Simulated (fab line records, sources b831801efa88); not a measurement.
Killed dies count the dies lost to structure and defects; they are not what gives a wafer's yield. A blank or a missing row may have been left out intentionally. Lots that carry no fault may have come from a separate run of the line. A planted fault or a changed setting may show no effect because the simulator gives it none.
The same fault as seen by 2 desks + flow gf180mcu + each desk has only its own numbers; what lay behind them comes last

== DESK OF THE TOOL OWNER: plasma-asher-02 ==
The tool's own readings at GF_V2_STRIP_18 (strips in O2/N2): means of the sampled wafers that have a number, for each lot that ran on this tool. The brackets show how far a lot's mean lies from the usual mean; more than 4 standard deviations puts the lot out of limits, marked OUT.
Columns: A = drypump-motor-current-A at GF_V2_STRIP_18, usual 5.63 A; B = heater-power-w at GF_V2_STRIP_18, usual 367 W; C = oes-product-au at GF_V2_STRIP_18, usual 0.593 a.u.
| lot  | first seen here | A    | B   | C     |
|------|-----------------|------|-----|-------|
| L301 | day 23 02:03    | 5.58 | 328 | 0.597 |
| L302 | day 23 03:01    | 5.58 | 324 | 0.595 |
| L303 | day 23 17:41    | 5.76 | 326 | 0.592 |
| L307 | day 24 19:46    | 5.57 | 329 | 0.593 |
| L308 | day 25 05:28    | 5.75 | 316 | 0.594 |
| L310 | day 25 20:59    | 5.59 | 330 | 0.593 |
| L311 | day 26 03:39    | 5.75 | 329 | 0.589 |
Result from this desk: across the 7 lots, nothing is out of limits.

== AT THE METROLOGY DESK ==
What the gauges read, lot by lot, whatever tool the lot ran on: means of the sampled wafers that have a number. The brackets show how far a lot's mean lies from the usual mean; more than 4 standard deviations puts the lot out of limits, marked OUT.
Columns: A = cd-nm at GF_V4_CD_MEAS_14, usual 259.9 nm
| lot  | first seen here | A     |
|------|-----------------|-------|
| L295 | day 24 10:44    | 262.4 |
| L298 | day 25 13:16    | 258.7 |
| L300 | day 26 08:24    | 258.8 |
| L301 | day 26 22:18    | 259.7 |
| L302 | day 26 23:18    | 259.0 |
| L303 | day 27 12:27    | 259.4 |
| L305 | day 28 03:56    | 260.6 |
| L306 | day 28 10:22    | 261.3 |
| L307 | day 28 11:24    | 260.7 |
| L308 | day 28 20:25    | 259.3 |
| L310 | day 29 09:18    | 258.6 |
| L311 | day 29 14:53    | 259.0 |
| L314 | day 30 12:13    | 259.7 |
Result from this desk: across the 13 lots, nothing is out of limits.

== TAKEN TOGETHER ==
The tool owner's desk saw nothing out of limits.
From the metrology desk's view, nothing was out of limits.

== WHAT HAD BEEN PUT IN BY THE SIMULATOR ==
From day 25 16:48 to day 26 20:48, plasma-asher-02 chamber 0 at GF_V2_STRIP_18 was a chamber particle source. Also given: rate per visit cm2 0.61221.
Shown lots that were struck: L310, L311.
